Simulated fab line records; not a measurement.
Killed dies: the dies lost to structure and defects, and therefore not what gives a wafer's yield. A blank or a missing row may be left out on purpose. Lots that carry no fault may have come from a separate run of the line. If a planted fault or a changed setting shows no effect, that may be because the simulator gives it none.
fab line records :: flow gf180mcu
record
  lots=13
  wafers=39
  last_day=34
route steps=602 shown V1@351 M2@365 V2@385
lots that met no fault: from a run of the same line without faults
start_h: start of the lot's first displayed wafer, in hours after the record's first day :: wait_h: hours since the lot's step before :: " as in the row above :: L1.1+2: several wafers, shown together as one row :: - no value present, or no start provided :: * or withheld: withheld :: < > ~ a bound
route shown NAME@n: names a module that has steps shown in the file, with the first one's number in the route :: usual: mean/standard deviation of fault-free wafers :: same: alike in all rows :: chamber/n: place in a boat :: sites: the reading at each site :: _std_site: the values' standard deviation :: _edge_site: mean of outer sites minus mean of inner sites :: radius_mm: for every site, how far away it sits from the centre of the wafer :: mask NAME#n: copy n :: behind: the tool/chamber that last shaped the wafer :: hold: why the lot went on hold/how many hours it stayed there/how the hold came to an end :: device: which transistor (n, p or np) failed to switch :: end of line: at the end of the route, the tests of the same wafers :: a step without rows: its recipe alone :: killed: dies lost to structure and defects at the first sort, not the wafer's yield :: map: the dies of a wafer, with x for killed, . for not killed, _ for no die there
set.NAME: setting as actually run; set.NAME@STEP: the setting as run at that earlier step :: model.NAME: the simulator's own value behind a step, which no gauge read
the route's steps for a sample of lots (tables are steps, rows are wafers)
services: a tool's chamber out of use, with start hour (start_h, from the record's first day; less than 0 if before it), hours out, and reason
## steps
# step GF_V1_ETCH_16
# recipe
  chemistry=N2/H2
  target_depth_a=withheld
  overetch_a=withheld
  time_s=withheld
  target=BARC
  ion_energy_ev=200
  source_w=500
  bias_w=100
  pressure_mtorr=30
  n2_flow_sccm=100
  h2_flow_sccm=200
# usual
  bias_w=100.00/0.29
  drypump_motor_current_A=5.8/0.44
  h2_flow_sccm=199.9/0.57
  oes_product_au=0.855/0.0046
  throttle_valve_pct=13.226/0.0083
lot.wafer: L650.1
tool: rie_diel-02
chamber: 2
start_h: 410.14
wait_h: 0.0
bias_w: 99.93
drypump_motor_current_A: 5.9
h2_flow_sccm: 201.0
oes_product_au: 0.858
throttle_valve_pct: 13.224

lot.wafer: L650.4
tool: rie_diel-02
chamber: 1
start_h: 410.14
wait_h: 0.0
bias_w: 100.05
drypump_motor_current_A: 5.4
h2_flow_sccm: 199.4
oes_product_au: 0.852
throttle_valve_pct: 13.224

lot.wafer: L650.6
tool: rie_diel-02
chamber: 2
start_h: 410.14
wait_h: 0.0
bias_w: 99.93
drypump_motor_current_A: 5.9
h2_flow_sccm: 199.9
oes_product_au: 0.855
throttle_valve_pct: 13.250

lot.wafer: L651.1
tool: rie_diel-02
chamber: 3
start_h: 419.59
wait_h: 0.0
bias_w: 99.93
drypump_motor_current_A: 6.2
h2_flow_sccm: 201.3
oes_product_au: 0.856
throttle_valve_pct: 13.229

lot.wafer: L651.2
tool: rie_diel-02
chamber: 0
start_h: 419.59
wait_h: 0.0
bias_w: 100.30
drypump_motor_current_A: 6.4
h2_flow_sccm: 200.2
oes_product_au: 0.852
throttle_valve_pct: 13.220

lot.wafer: L651.4
tool: rie_diel-02
chamber: 1
start_h: 419.59
wait_h: 0.0
bias_w: 99.94
drypump_motor_current_A: 5.4
h2_flow_sccm: 199.6
oes_product_au: 0.858
throttle_valve_pct: 13.227

lot.wafer: L654.1
tool: rie_diel-01
chamber: 2
start_h: 455.25
wait_h: 0.0
bias_w: 99.84
drypump_motor_current_A: 5.7
h2_flow_sccm: 200.2
oes_product_au: 0.854
throttle_valve_pct: 13.204

lot.wafer: L654.4
tool: rie_diel-01
chamber: 0
start_h: 455.25
wait_h: 0.0
bias_w: 99.45
drypump_motor_current_A: 5.0
h2_flow_sccm: 198.8
oes_product_au: 0.851
throttle_valve_pct: 13.232

lot.wafer: L654.5
tool: rie_diel-01
chamber: 1
start_h: 455.25
wait_h: 0.0
bias_w: 99.98
drypump_motor_current_A: 6.7
h2_flow_sccm: 199.9
oes_product_au: 0.861
throttle_valve_pct: 13.231

lot.wafer: L655.1
tool: rie_diel-03
chamber: 1
start_h: 470.04
wait_h: 0.0
bias_w: 100.03
drypump_motor_current_A: 5.3
h2_flow_sccm: 200.9
oes_product_au: 0.859
throttle_valve_pct: 13.234

lot.wafer: L655.2
tool: rie_diel-03
chamber: 0
start_h: 470.04
wait_h: 0.0
bias_w: 99.53
drypump_motor_current_A: 5.5
h2_flow_sccm: 199.1
oes_product_au: 0.861
throttle_valve_pct: 13.236

lot.wafer: L655.3
tool: rie_diel-03
chamber: 3
start_h: 470.04
wait_h: 0.0
bias_w: 100.04
drypump_motor_current_A: 5.6
h2_flow_sccm: 199.8
oes_product_au: 0.848
throttle_valve_pct: 13.227

lot.wafer: L656.1
tool: rie_diel-03
chamber: 1
start_h: 470.74
wait_h: 0.0
bias_w: 96.97
drypump_motor_current_A: 5.2
h2_flow_sccm: 200.3
oes_product_au: 0.849
throttle_valve_pct: 13.241

lot.wafer: L656.4
tool: rie_diel-03
chamber: 0
start_h: 470.74
wait_h: 0.0
bias_w: 97.27
drypump_motor_current_A: 5.5
h2_flow_sccm: 199.9
oes_product_au: 0.860
throttle_valve_pct: 13.213

lot.wafer: L656.5
tool: rie_diel-03
chamber: 0
start_h: 470.74
wait_h: 0.0
bias_w: 96.90
drypump_motor_current_A: 5.5
h2_flow_sccm: 200.2
oes_product_au: 0.858
throttle_valve_pct: 13.209

lot.wafer: L657.1
tool: rie_diel-03
chamber: 3
start_h: 501.61
wait_h: 0.0
bias_w: 96.42
drypump_motor_current_A: 5.6
h2_flow_sccm: 200.7
oes_product_au: 0.855
throttle_valve_pct: 13.224

lot.wafer: L657.2
tool: rie_diel-03
chamber: 0
start_h: 501.61
wait_h: 0.0
bias_w: 96.93
drypump_motor_current_A: 5.5
h2_flow_sccm: 200.0
oes_product_au: 0.856
throttle_valve_pct: 13.226

lot.wafer: L657.3
tool: rie_diel-03
chamber: 1
start_h: 501.61
wait_h: 0.0
bias_w: 96.44
drypump_motor_current_A: 5.3
h2_flow_sccm: 200.3
oes_product_au: 0.861
throttle_valve_pct: 13.231

lot.wafer: L661.1
tool: rie_diel-01
chamber: 3
start_h: 524.40
wait_h: 0.0
bias_w: 99.69
drypump_motor_current_A: 5.4
h2_flow_sccm: 199.8
oes_product_au: 0.857
throttle_valve_pct: 13.213

lot.wafer: L661.3
tool: rie_diel-01
chamber: 2
start_h: 524.40
wait_h: 0.0
bias_w: 99.67
drypump_motor_current_A: 5.7
h2_flow_sccm: 199.5
oes_product_au: 0.853
throttle_valve_pct: 13.226

lot.wafer: L661.5
tool: rie_diel-01
chamber: 0
start_h: 524.40
wait_h: 0.0
bias_w: 100.49
drypump_motor_current_A: 5.0
h2_flow_sccm: 200.2
oes_product_au: 0.848
throttle_valve_pct: 13.230

lot.wafer: L665.1
tool: rie_diel-02
chamber: 3
start_h: 555.06
wait_h: 0.0
bias_w: 100.20
drypump_motor_current_A: 6.2
h2_flow_sccm: 199.9
oes_product_au: 0.849
throttle_valve_pct: 13.224

lot.wafer: L665.3
tool: rie_diel-02
chamber: 2
start_h: 555.06
wait_h: 0.0
bias_w: 99.73
drypump_motor_current_A: 5.8
h2_flow_sccm: 200.1
oes_product_au: 0.855
throttle_valve_pct: 13.227

lot.wafer: L665.5
tool: rie_diel-02
chamber: 2
start_h: 555.06
wait_h: 0.0
bias_w: 100.38
drypump_motor_current_A: 5.9
h2_flow_sccm: 199.6
oes_product_au: 0.857
throttle_valve_pct: 13.220

lot.wafer: L668.4
tool: rie_diel-03
chamber: 0
start_h: 562.51
wait_h: 0.0
bias_w: 99.93
drypump_motor_current_A: 5.5
h2_flow_sccm: 199.3
oes_product_au: 0.862
throttle_valve_pct: 13.222

lot.wafer: L668.5
tool: rie_diel-03
chamber: 0
start_h: 562.51
wait_h: 0.0
bias_w: 100.04
drypump_motor_current_A: 5.5
h2_flow_sccm: 201.4
oes_product_au: 0.857
throttle_valve_pct: 13.215

lot.wafer: L668.6
tool: rie_diel-03
chamber: 3
start_h: 562.51
wait_h: 0.0
bias_w: 99.81
drypump_motor_current_A: 5.6
h2_flow_sccm: 199.4
oes_product_au: 0.852
throttle_valve_pct: 13.234

lot.wafer: L669.2
tool: rie_diel-02
chamber: 1
start_h: 569.20
wait_h: 0.0
bias_w: 99.93
drypump_motor_current_A: 5.3
h2_flow_sccm: 199.9
oes_product_au: 0.855
throttle_valve_pct: 13.226

lot.wafer: L669.3
tool: rie_diel-02
chamber: 3
start_h: 569.20
wait_h: 0.0
bias_w: 100.12
drypump_motor_current_A: 6.2
h2_flow_sccm: 199.5
oes_product_au: 0.861
throttle_valve_pct: 13.220

lot.wafer: L669.5
tool: rie_diel-02
chamber: 0
start_h: 569.20
wait_h: 0.0
bias_w: 100.01
drypump_motor_current_A: 6.4
h2_flow_sccm: 199.8
oes_product_au: 0.852
throttle_valve_pct: 13.220

lot.wafer: L670.1
tool: rie_diel-02
chamber: 1
start_h: 570.59
wait_h: 0.0
bias_w: 99.74
drypump_motor_current_A: 5.4
h2_flow_sccm: 201.2
oes_product_au: 0.851
throttle_valve_pct: 13.228

lot.wafer: L670.5
tool: rie_diel-02
chamber: 0
start_h: 570.59
wait_h: 0.0
bias_w: 100.31
drypump_motor_current_A: 6.4
h2_flow_sccm: 199.4
oes_product_au: 0.851
throttle_valve_pct: 13.237

lot.wafer: L670.6
tool: rie_diel-02
chamber: 1
start_h: 570.59
wait_h: 0.0
bias_w: 100.26
drypump_motor_current_A: 5.3
h2_flow_sccm: 201.0
oes_product_au: 0.856
throttle_valve_pct: 13.218

lot.wafer: L671.4
tool: rie_diel-02
chamber: 0
start_h: 579.86
wait_h: 0.0
bias_w: 100.78
drypump_motor_current_A: 6.4
h2_flow_sccm: 200.3
oes_product_au: 0.858
throttle_valve_pct: 13.228

lot.wafer: L671.5
tool: rie_diel-02
chamber: 1
start_h: 579.86
wait_h: 0.0
bias_w: 100.17
drypump_motor_current_A: 5.4
h2_flow_sccm: 199.4
oes_product_au: 0.859
throttle_valve_pct: 13.223

lot.wafer: L671.6
tool: rie_diel-02
chamber: 0
start_h: 579.86
wait_h: 0.0
bias_w: 99.77
drypump_motor_current_A: 6.4
h2_flow_sccm: 199.5
oes_product_au: 0.855
throttle_valve_pct: 13.232

lot.wafer: L673.2
tool: rie_diel-02
chamber: 2
start_h: 595.91
wait_h: 0.0
bias_w: 99.84
drypump_motor_current_A: 5.8
h2_flow_sccm: 200.1
oes_product_au: 0.849
throttle_valve_pct: 13.217

lot.wafer: L673.3
tool: rie_diel-02
chamber: 0
start_h: 595.91
wait_h: 0.0
bias_w: 99.96
drypump_motor_current_A: 6.4
h2_flow_sccm: 199.4
oes_product_au: 0.856
throttle_valve_pct: 13.214

lot.wafer: L673.5
tool: rie_diel-02
chamber: 1
start_h: 595.91
wait_h: 0.0
bias_w: 100.48
drypump_motor_current_A: 5.3
h2_flow_sccm: 200.4
oes_product_au: 0.858
throttle_valve_pct: 13.231
# step GF_M2_SPUTTER_03
# recipe
  material=Ti
  target_thk_nm=10
  substrate_temp_c=300
  chamber_pressure_pa=0.3
  power_w=3000
  time_s=6.7
# usual
  throttle_valve_pct=29.4/1.1
lot.wafer: L650.1
tool: pvd_sputter-02
chamber: -
start_h: 411.66
wait_h: 0.0
throttle_valve_pct: 29.9

lot.wafer: L650.4
tool: pvd_sputter-02
chamber: -
start_h: 411.66
wait_h: 0.0
throttle_valve_pct: 30.7

lot.wafer: L650.6
tool: pvd_sputter-02
chamber: -
start_h: 411.66
wait_h: 0.0
throttle_valve_pct: 27.8

lot.wafer: L651.1
tool: pvd_sputter-03
chamber: -
start_h: 421.10
wait_h: 0.0
throttle_valve_pct: 29.7

lot.wafer: L651.2
tool: pvd_sputter-03
chamber: -
start_h: 421.10
wait_h: 0.0
throttle_valve_pct: 29.8

lot.wafer: L651.4
tool: pvd_sputter-03
chamber: -
start_h: 421.10
wait_h: 0.0
throttle_valve_pct: 30.0

lot.wafer: L654.1
tool: pvd_sputter-03
chamber: -
start_h: 456.77
wait_h: 0.0
throttle_valve_pct: 29.9

lot.wafer: L654.4
tool: pvd_sputter-03
chamber: -
start_h: 456.77
wait_h: 0.0
throttle_valve_pct: 30.2

lot.wafer: L654.5
tool: pvd_sputter-03
chamber: -
start_h: 456.77
wait_h: 0.0
throttle_valve_pct: 29.9

lot.wafer: L655.1
tool: pvd_sputter-03
chamber: -
start_h: 471.90
wait_h: 0.0
throttle_valve_pct: 30.1

lot.wafer: L655.2
tool: pvd_sputter-03
chamber: -
start_h: 471.90
wait_h: 0.0
throttle_valve_pct: 30.0

lot.wafer: L655.3
tool: pvd_sputter-03
chamber: -
start_h: 471.90
wait_h: 0.0
throttle_valve_pct: 31.1

lot.wafer: L656.1
tool: pvd_sputter-02
chamber: -
start_h: 472.28
wait_h: 0.0
throttle_valve_pct: 27.6

lot.wafer: L656.4
tool: pvd_sputter-02
chamber: -
start_h: 472.28
wait_h: 0.0
throttle_valve_pct: 29.5

lot.wafer: L656.5
tool: pvd_sputter-02
chamber: -
start_h: 472.28
wait_h: 0.0
throttle_valve_pct: 30.8

lot.wafer: L657.1
tool: pvd_sputter-04
chamber: -
start_h: 503.98
wait_h: 0.0
throttle_valve_pct: 29.8

lot.wafer: L657.2
tool: pvd_sputter-04
chamber: -
start_h: 503.98
wait_h: 0.0
throttle_valve_pct: 29.5

lot.wafer: L657.3
tool: pvd_sputter-04
chamber: -
start_h: 503.98
wait_h: 0.0
throttle_valve_pct: 28.9

lot.wafer: L661.1
tool: pvd_sputter-02
chamber: -
start_h: 526.03
wait_h: 0.0
throttle_valve_pct: 30.6

lot.wafer: L661.3
tool: pvd_sputter-02
chamber: -
start_h: 526.03
wait_h: 0.0
throttle_valve_pct: 27.3

lot.wafer: L661.5
tool: pvd_sputter-02
chamber: -
start_h: 526.03
wait_h: 0.0
throttle_valve_pct: 27.4

lot.wafer: L665.1
tool: pvd_sputter-02
chamber: -
start_h: 556.58
wait_h: 0.0
throttle_valve_pct: 30.6

lot.wafer: L665.3
tool: pvd_sputter-02
chamber: -
start_h: 556.58
wait_h: 0.0
throttle_valve_pct: 30.1

lot.wafer: L665.5
tool: pvd_sputter-02
chamber: -
start_h: 556.58
wait_h: 0.0
throttle_valve_pct: 27.5

lot.wafer: L668.4
tool: pvd_sputter-03
chamber: -
start_h: 564.03
wait_h: 0.0
throttle_valve_pct: 31.2

lot.wafer: L668.5
tool: pvd_sputter-03
chamber: -
start_h: 564.03
wait_h: 0.0
throttle_valve_pct: 30.0

lot.wafer: L668.6
tool: pvd_sputter-03
chamber: -
start_h: 564.03
wait_h: 0.0
throttle_valve_pct: 30.2

lot.wafer: L669.2
tool: pvd_sputter-04
chamber: -
start_h: 570.71
wait_h: 0.0
throttle_valve_pct: 29.4

lot.wafer: L669.3
tool: pvd_sputter-04
chamber: -
start_h: 570.71
wait_h: 0.0
throttle_valve_pct: 29.6

lot.wafer: L669.5
tool: pvd_sputter-04
chamber: -
start_h: 570.71
wait_h: 0.0
throttle_valve_pct: 29.5

lot.wafer: L670.1
tool: pvd_sputter-02
chamber: -
start_h: 572.10
wait_h: 0.0
throttle_valve_pct: 27.6

lot.wafer: L670.5
tool: pvd_sputter-02
chamber: -
start_h: 572.10
wait_h: 0.0
throttle_valve_pct: 28.4

lot.wafer: L670.6
tool: pvd_sputter-02
chamber: -
start_h: 572.10
wait_h: 0.0
throttle_valve_pct: 27.3

lot.wafer: L671.4
tool: pvd_sputter-04
chamber: -
start_h: 581.39
wait_h: 0.0
throttle_valve_pct: 30.2

lot.wafer: L671.5
tool: pvd_sputter-04
chamber: -
start_h: 581.39
wait_h: 0.0
throttle_valve_pct: 28.8

lot.wafer: L671.6
tool: pvd_sputter-04
chamber: -
start_h: 581.39
wait_h: 0.0
throttle_valve_pct: 29.9

lot.wafer: L673.2
tool: pvd_sputter-04
chamber: -
start_h: 597.43
wait_h: 0.0
throttle_valve_pct: 29.7

lot.wafer: L673.3
tool: pvd_sputter-04
chamber: -
start_h: 597.43
wait_h: 0.0
throttle_valve_pct: 29.4

lot.wafer: L673.5
tool: pvd_sputter-04
chamber: -
start_h: 597.43
wait_h: 0.0
throttle_valve_pct: 29.7
# step GF_V2_THK_MEAS_03
# recipe
  reads=SiO2_of_V2_CVD_02
# usual
  V2_CVD_02_THK=855/13
lot.wafer: L650.1
tool: film_metro-03
chamber: -
start_h: 436.14
wait_h: 0.0
V2_CVD_02_THK[nm]: 838

lot.wafer: L650.4
tool: film_metro-03
chamber: -
start_h: 436.14
wait_h: 0.0
V2_CVD_02_THK[nm]: 862

lot.wafer: L650.6
tool: film_metro-03
chamber: -
start_h: 436.14
wait_h: 0.0
V2_CVD_02_THK[nm]: 869

lot.wafer: L651.1
tool: film_metro-02
chamber: -
start_h: 446.20
wait_h: 0.0
V2_CVD_02_THK[nm]: 841

lot.wafer: L651.2
tool: film_metro-02
chamber: -
start_h: 446.20
wait_h: 0.0
V2_CVD_02_THK[nm]: 851

lot.wafer: L651.4
tool: film_metro-02
chamber: -
start_h: 446.20
wait_h: 0.0
V2_CVD_02_THK[nm]: 864

lot.wafer: L654.1
tool: film_metro-03
chamber: -
start_h: 482.04
wait_h: 0.0
V2_CVD_02_THK[nm]: 851

lot.wafer: L654.4
tool: film_metro-03
chamber: -
start_h: 482.04
wait_h: 0.0
V2_CVD_02_THK[nm]: 867

lot.wafer: L654.5
tool: film_metro-03
chamber: -
start_h: 482.04
wait_h: 0.0
V2_CVD_02_THK[nm]: 869

lot.wafer: L655.1
tool: film_metro-02
chamber: -
start_h: 496.49
wait_h: 0.0
V2_CVD_02_THK[nm]: 830

lot.wafer: L655.2
tool: film_metro-02
chamber: -
start_h: 496.49
wait_h: 0.0
V2_CVD_02_THK[nm]: 834

lot.wafer: L655.3
tool: film_metro-02
chamber: -
start_h: 496.49
wait_h: 0.0
V2_CVD_02_THK[nm]: 848

lot.wafer: L656.1
tool: film_metro-02
chamber: -
start_h: 496.84
wait_h: 0.0
V2_CVD_02_THK[nm]: 861

lot.wafer: L656.4
tool: film_metro-02
chamber: -
start_h: 496.84
wait_h: 0.0
V2_CVD_02_THK[nm]: 857

lot.wafer: L656.5
tool: film_metro-02
chamber: -
start_h: 496.84
wait_h: 0.0
V2_CVD_02_THK[nm]: 871

lot.wafer: L657.1
tool: film_metro-01
chamber: -
start_h: 528.07
wait_h: 0.1
V2_CVD_02_THK[nm]: 841

lot.wafer: L657.2
tool: film_metro-01
chamber: -
start_h: 528.07
wait_h: 0.1
V2_CVD_02_THK[nm]: 848

lot.wafer: L657.3
tool: film_metro-01
chamber: -
start_h: 528.07
wait_h: 0.1
V2_CVD_02_THK[nm]: 848

lot.wafer: L661.1
tool: film_metro-01
chamber: -
start_h: 548.61
wait_h: 0.0
V2_CVD_02_THK[nm]: 859

lot.wafer: L661.3
tool: film_metro-01
chamber: -
start_h: 548.61
wait_h: 0.0
V2_CVD_02_THK[nm]: 841

lot.wafer: L661.5
tool: film_metro-01
chamber: -
start_h: 548.61
wait_h: 0.0
V2_CVD_02_THK[nm]: 878

lot.wafer: L665.1
tool: film_metro-02
chamber: -
start_h: 579.03
wait_h: 0.0
V2_CVD_02_THK[nm]: 846

lot.wafer: L665.3
tool: film_metro-02
chamber: -
start_h: 579.03
wait_h: 0.0
V2_CVD_02_THK[nm]: 836

lot.wafer: L665.5
tool: film_metro-02
chamber: -
start_h: 579.03
wait_h: 0.0
V2_CVD_02_THK[nm]: 858

lot.wafer: L668.4
tool: film_metro-01
chamber: -
start_h: 586.80
wait_h: 0.0
V2_CVD_02_THK[nm]: 868

lot.wafer: L668.5
tool: film_metro-01
chamber: -
start_h: 586.80
wait_h: 0.0
V2_CVD_02_THK[nm]: 855

lot.wafer: L668.6
tool: film_metro-01
chamber: -
start_h: 586.80
wait_h: 0.0
V2_CVD_02_THK[nm]: 863

lot.wafer: L669.2
tool: film_metro-01
chamber: -
start_h: 593.40
wait_h: 0.0
V2_CVD_02_THK[nm]: 841

lot.wafer: L669.3
tool: film_metro-01
chamber: -
start_h: 593.40
wait_h: 0.0
V2_CVD_02_THK[nm]: 855

lot.wafer: L669.5
tool: film_metro-01
chamber: -
start_h: 593.40
wait_h: 0.0
V2_CVD_02_THK[nm]: 861

lot.wafer: L670.1
tool: film_metro-01
chamber: -
start_h: 594.50
wait_h: 0.0
V2_CVD_02_THK[nm]: 839

lot.wafer: L670.5
tool: film_metro-01
chamber: -
start_h: 594.50
wait_h: 0.0
V2_CVD_02_THK[nm]: 851

lot.wafer: L670.6
tool: film_metro-01
chamber: -
start_h: 594.50
wait_h: 0.0
V2_CVD_02_THK[nm]: 857

lot.wafer: L671.4
tool: film_metro-03
chamber: -
start_h: 603.34
wait_h: 0.0
V2_CVD_02_THK[nm]: 844

lot.wafer: L671.5
tool: film_metro-03
chamber: -
start_h: 603.34
wait_h: 0.0
V2_CVD_02_THK[nm]: 857

lot.wafer: L671.6
tool: film_metro-03
chamber: -
start_h: 603.34
wait_h: 0.0
V2_CVD_02_THK[nm]: 870

lot.wafer: L673.2
tool: film_metro-01
chamber: -
start_h: 618.17
wait_h: 0.0
V2_CVD_02_THK[nm]: 858

lot.wafer: L673.3
tool: film_metro-01
chamber: -
start_h: 618.17
wait_h: 0.0
V2_CVD_02_THK[nm]: 837

lot.wafer: L673.5
tool: film_metro-01
chamber: -
start_h: 618.17
wait_h: 0.0
V2_CVD_02_THK[nm]: 869
# step GF_V2_CMP_04
# recipe
  material=SiO2
  down_force_psi=4
  platen_rpm=60
  pad_velocity_m_s=0.94248
# usual
  motor_current_A=11.7/1
  time_to_endpoint_s=84/7
lot.wafer: L650.1
tool: cmp-01
chamber: 1
start_h: 436.30
wait_h: 0.1
motor_current_A: 12.2
time_to_endpoint_s: 83

lot.wafer: L650.4
tool: cmp-01
chamber: 2
start_h: 436.30
wait_h: 0.1
motor_current_A: 12.2
time_to_endpoint_s: 88

lot.wafer: L650.6
tool: cmp-01
chamber: 0
start_h: 436.30
wait_h: 0.1
motor_current_A: 12.3
time_to_endpoint_s: 83

lot.wafer: L651.4
tool: cmp-01
chamber: 2
start_h: 446.26
wait_h: 0.0
motor_current_A: 13.1
time_to_endpoint_s: 91

lot.wafer: L651.1
tool: cmp-01
chamber: 3
start_h: 446.26
wait_h: 0.0
motor_current_A: 10.3
time_to_endpoint_s: 78

lot.wafer: L651.2
tool: cmp-01
chamber: 1
start_h: 446.26
wait_h: 0.0
motor_current_A: 12.9
time_to_endpoint_s: 89

lot.wafer: L654.4
tool: cmp-02
chamber: 2
start_h: 482.15
wait_h: 0.1
motor_current_A: 9.5
time_to_endpoint_s: 86

lot.wafer: L654.1
tool: cmp-02
chamber: 0
start_h: 482.15
wait_h: 0.1
motor_current_A: 11.4
time_to_endpoint_s: 89

lot.wafer: L654.5
tool: cmp-02
chamber: 1
start_h: 482.15
wait_h: 0.1
motor_current_A: 12.9
time_to_endpoint_s: 84

lot.wafer: L655.2
tool: cmp-01
chamber: 3
start_h: 496.55
wait_h: 0.0
motor_current_A: 10.9
time_to_endpoint_s: 73

lot.wafer: L655.3
tool: cmp-01
chamber: 0
start_h: 496.55
wait_h: 0.0
motor_current_A: 12.3
time_to_endpoint_s: 71

lot.wafer: L655.1
tool: cmp-01
chamber: 1
start_h: 496.55
wait_h: 0.0
motor_current_A: 12.7
time_to_endpoint_s: 77

lot.wafer: L656.1
tool: cmp-01
chamber: 1
start_h: 497.15
wait_h: 0.3
motor_current_A: 12.1
time_to_endpoint_s: 87

lot.wafer: L656.4
tool: cmp-01
chamber: 3
start_h: 497.15
wait_h: 0.3
motor_current_A: 10.8
time_to_endpoint_s: 79

lot.wafer: L656.5
tool: cmp-01
chamber: 1
start_h: 497.15
wait_h: 0.3
motor_current_A: 13.4
time_to_endpoint_s: 92

lot.wafer: L657.3
tool: cmp-02
chamber: 1
start_h: 528.13
wait_h: 0.0
motor_current_A: 12.3
time_to_endpoint_s: 82

lot.wafer: L657.1
tool: cmp-02
chamber: 3
start_h: 528.13
wait_h: 0.0
motor_current_A: 11.7
time_to_endpoint_s: 84

lot.wafer: L657.2
tool: cmp-02
chamber: 0
start_h: 528.13
wait_h: 0.0
motor_current_A: 11.4
time_to_endpoint_s: 89

lot.wafer: L661.3
tool: cmp-02
chamber: 3
start_h: 548.72
wait_h: 0.1
motor_current_A: 12.3
time_to_endpoint_s: 87

lot.wafer: L661.1
tool: cmp-02
chamber: 0
start_h: 548.72
wait_h: 0.1
motor_current_A: 11.2
time_to_endpoint_s: 96

lot.wafer: L661.5
tool: cmp-02
chamber: 3
start_h: 548.72
wait_h: 0.1
motor_current_A: 12.0
time_to_endpoint_s: 101

lot.wafer: L665.1
tool: cmp-01
chamber: 2
start_h: 579.14
wait_h: 0.1
motor_current_A: 12.0
time_to_endpoint_s: 81

lot.wafer: L665.3
tool: cmp-01
chamber: 3
start_h: 579.14
wait_h: 0.1
motor_current_A: 10.7
time_to_endpoint_s: 79

lot.wafer: L665.5
tool: cmp-01
chamber: 1
start_h: 579.14
wait_h: 0.1
motor_current_A: 12.7
time_to_endpoint_s: 92

lot.wafer: L668.4
tool: cmp-02
chamber: 0
start_h: 586.93
wait_h: 0.1
motor_current_A: 11.0
time_to_endpoint_s: 92

lot.wafer: L668.5
tool: cmp-02
chamber: 2
start_h: 586.93
wait_h: 0.1
motor_current_A: 9.6
time_to_endpoint_s: 80

lot.wafer: L668.6
tool: cmp-02
chamber: 3
start_h: 586.93
wait_h: 0.1
motor_current_A: 12.1
time_to_endpoint_s: 87

lot.wafer: L669.3
tool: cmp-01
chamber: 3
start_h: 593.50
wait_h: 0.1
motor_current_A: 11.1
time_to_endpoint_s: 82

lot.wafer: L669.2
tool: cmp-01
chamber: 1
start_h: 593.50
wait_h: 0.1
motor_current_A: 12.6
time_to_endpoint_s: 83

lot.wafer: L669.5
tool: cmp-01
chamber: 2
start_h: 593.50
wait_h: 0.1
motor_current_A: 12.6
time_to_endpoint_s: 88

lot.wafer: L670.1
tool: cmp-01
chamber: 3
start_h: 594.56
wait_h: 0.1
motor_current_A: 10.9
time_to_endpoint_s: 76

lot.wafer: L670.6
tool: cmp-01
chamber: 3
start_h: 594.56
wait_h: 0.1
motor_current_A: 11.1
time_to_endpoint_s: 88

lot.wafer: L670.5
tool: cmp-01
chamber: 0
start_h: 594.56
wait_h: 0.1
motor_current_A: 12.2
time_to_endpoint_s: 77

lot.wafer: L671.4
tool: cmp-02
chamber: 3
start_h: 603.47
wait_h: 0.1
motor_current_A: 11.9
time_to_endpoint_s: 81

lot.wafer: L671.6
tool: cmp-02
chamber: 1
start_h: 603.47
wait_h: 0.1
motor_current_A: 12.9
time_to_endpoint_s: 87

lot.wafer: L671.5
tool: cmp-02
chamber: 2
start_h: 603.47
wait_h: 0.1
motor_current_A: 9.8
time_to_endpoint_s: 86

lot.wafer: L673.3
tool: cmp-02
chamber: 2
start_h: 618.22
wait_h: 0.0
motor_current_A: 9.6
time_to_endpoint_s: 79

lot.wafer: L673.2
tool: cmp-02
chamber: 1
start_h: 618.22
wait_h: 0.0
motor_current_A: 13.6
time_to_endpoint_s: 78

lot.wafer: L673.5
tool: cmp-02
chamber: 2
start_h: 618.22
wait_h: 0.0
motor_current_A: 9.5
time_to_endpoint_s: 90
## services
tool: cmp-01
chamber: -
start_h: 404.29
hours: 4.0
kind: pm

tool: rie_diel-01
chamber: 3
start_h: 408.96
hours: 5.3
kind: repair

tool: rie_diel-03
chamber: -
start_h: 418.75
hours: 0.6
kind: repair

tool: cmp-02
chamber: -
start_h: 433.29
hours: 3.6
kind: repair

tool: rie_diel-02
chamber: -
start_h: 443.82
hours: 28.1
kind: pm

tool: rie_diel-03
chamber: 2
start_h: 487.39
hours: 8.6
kind: repair

tool: rie_diel-01
chamber: -
start_h: 487.97
hours: 2.8
kind: pm

tool: rie_diel-03
chamber: 3
start_h: 505.59
hours: 6.1
kind: repair

tool: cmp-01
chamber: -
start_h: 507.01
hours: 2.7
kind: pm

tool: pvd_sputter-03
chamber: -
start_h: 512.25
hours: 1.0
kind: repair

tool: pvd_sputter-03
chamber: -
start_h: 519.83
hours: 20.9
kind: repair

tool: pvd_sputter-04
chamber: -
start_h: 522.68
hours: 4.2
kind: repair

tool: cmp-02
chamber: -
start_h: 538.27
hours: 1.2
kind: repair

tool: cmp-01
chamber: -
start_h: 544.59
hours: 4.8
kind: pm

tool: cmp-02
chamber: -
start_h: 560.83
hours: 0.2
kind: repair

tool: cmp-02
chamber: -
start_h: 572.00
hours: 4.0
kind: pm

tool: rie_diel-01
chamber: -
start_h: 585.79
hours: 1.1
kind: repair

tool: rie_diel-01
chamber: -
start_h: 586.19
hours: 0.4
kind: repair

tool: rie_diel-03
chamber: 1
start_h: 589.15
hours: 1.9
kind: repair

tool: pvd_sputter-04
chamber: -
start_h: 590.77
hours: 3.4
kind: repair

tool: pvd_sputter-02
chamber: -
start_h: 592.20
hours: 4.6
kind: repair

tool: pvd_sputter-02
chamber: -
start_h: 605.02
hours: 3.2
kind: repair

tool: rie_diel-03
chamber: 2
start_h: 607.24
hours: 15.1
kind: repair

tool: cmp-01
chamber: -
start_h: 612.90
hours: 0.3
kind: repair
## key
first_sign
  step=GF_V1_ETCH_16
  reading=bias_w
  direction=down
  sigmas=11
  usual=100.00
  struck=96.82
effect none on later readings
met_at GF_V1_ETCH_16
struck_lots L656,L657
not_acting_at GF_M2_SPUTTER_03,GF_V2_THK_MEAS_03,GF_V2_CMP_04
onset_between 470.04 470.74
fault
  kind=process_parameter_drift
  tool=rie_diel-03
  chamber=-
  onset_h=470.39
  steps=GF_V1_ETCH_16
  channel=bias_w
  offset=-3.0655
  shape=step
  end_h=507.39
  acts_in=these_recipes_only
  stated=100
